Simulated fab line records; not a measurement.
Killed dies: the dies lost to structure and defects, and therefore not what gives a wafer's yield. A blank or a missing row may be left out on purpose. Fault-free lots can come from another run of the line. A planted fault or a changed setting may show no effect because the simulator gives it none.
Matching of chambers | flow sky130 | SKY_PAD_OPEN_ETCH_07 on rie diel-01 has 4 sister chambers
The step etches the open film in CF4/O2, stops on AlCu, target depth 725 nm, time 161.1 s. 16 wafers are shown with their chamber, then 8 later ones without.

## WAFERS, EACH WITH ITS CHAMBER
wafer  | chamber | throttle valve pct (%) | oes product au (a.u.) | cf4 flow sccm (sccm)
L075.1 | 2       | 5.984                  | 0.972                 | 79.79
L075.2 | 3       | 5.960                  | 0.974                 | 79.92
L075.3 | 1       | 5.960                  | 0.981                 | 79.78
L082.1 | 3       | 5.969                  | 0.980                 | 80.15
L082.4 | 1       | 5.970                  | 0.976                 | 79.81
L082.6 | 0       | 5.971                  | 0.981                 | 80.05
L083.1 | 3       | 5.967                  | 0.976                 | 79.99
L083.3 | 2       | 5.980                  | 0.973                 | 80.16
L083.5 | 1       | 5.974                  | 0.982                 | 79.48
L086.2 | 2       | 5.975                  | 0.972                 | 80.15
L086.3 | 0       | 5.967                  | 0.969                 | 80.17
L086.6 | 3       | 5.966                  | 0.970                 | 79.90
L089.4 | 1       | 5.966                  | 0.972                 | 80.19
L089.5 | 1       | 5.972                  | 0.978                 | 80.33
L089.6 | 0       | 5.963                  | 0.975                 | 80.36
L093.1 | 0       | 5.968                  | 0.980                 | 80.00

SIGNATURES (means of the wafers above)
reading            | chamber 0 | chamber 1 | chamber 2 | chamber 3 | scatter within a chamber
throttle valve pct | 5.96725   | 5.96840   | 5.97967   | 5.96550   | 0.00449
oes product au     | 0.97625   | 0.97780   | 0.97233   | 0.97500   | 0.00417
cf4 flow sccm      | 80.1450   | 79.9180   | 80.0333   | 79.9900   | 0.236
Rule: a wafer's distance from a chamber is the root of the sum, over the readings, of the square of ((its reading less the chamber's mean) divided by the reading's scatter). If the next closest chamber is less than 2 further off than the closest, the wafer can't be placed; otherwise it belongs to the closest. The scatter: take each reading less its chamber's mean, square it, sum over the shown wafers, divide by the number of wafers less the number of chambers, and take the root.

## WAFERS WHOSE CHAMBER IS MISSING
wafer  | throttle valve pct (%) | oes product au (a.u.) | cf4 flow sccm (sccm)
L093.3 | 5.958                  | 0.966                 | 80.13
L093.4 | 5.965                  | 0.978                 | 79.89
L094.3 | 5.977                  | 0.974                 | 79.75
L094.4 | 5.969                  | 0.989                 | 80.10
L094.6 | 5.954                  | 0.984                 | 79.82
L097.2 | 5.960                  | 0.978                 | 80.00
L097.3 | 5.957                  | 0.988                 | 79.67
L097.6 | 5.960                  | 0.980                 | 79.76

## EACH ONE'S CHAMBER
wafer  | from the rows above               | in truth
L093.3 | can't be placed: 3 or 0 or 1      | 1
L093.4 | can't be placed: 1 or 3 or 0      | 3
L094.3 | can't be placed: 2 or 1 or 3 or 0 | 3
L094.4 | can't be placed: 1 or 0 or 3 or 2 | 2
L094.6 | can't be placed: 3 or 1 or 0      | 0
L097.2 | can't be placed: 3 or 0 or 1      | 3
L097.3 | can't be placed: 1 or 3 or 0      | 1
L097.6 | can't be placed: 3 or 1 or 0      | 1
Placed correctly: 0 of 8. Not placeable from these rows: 8 (in 8, the candidates include the true chamber). Number placed wrongly: 0.
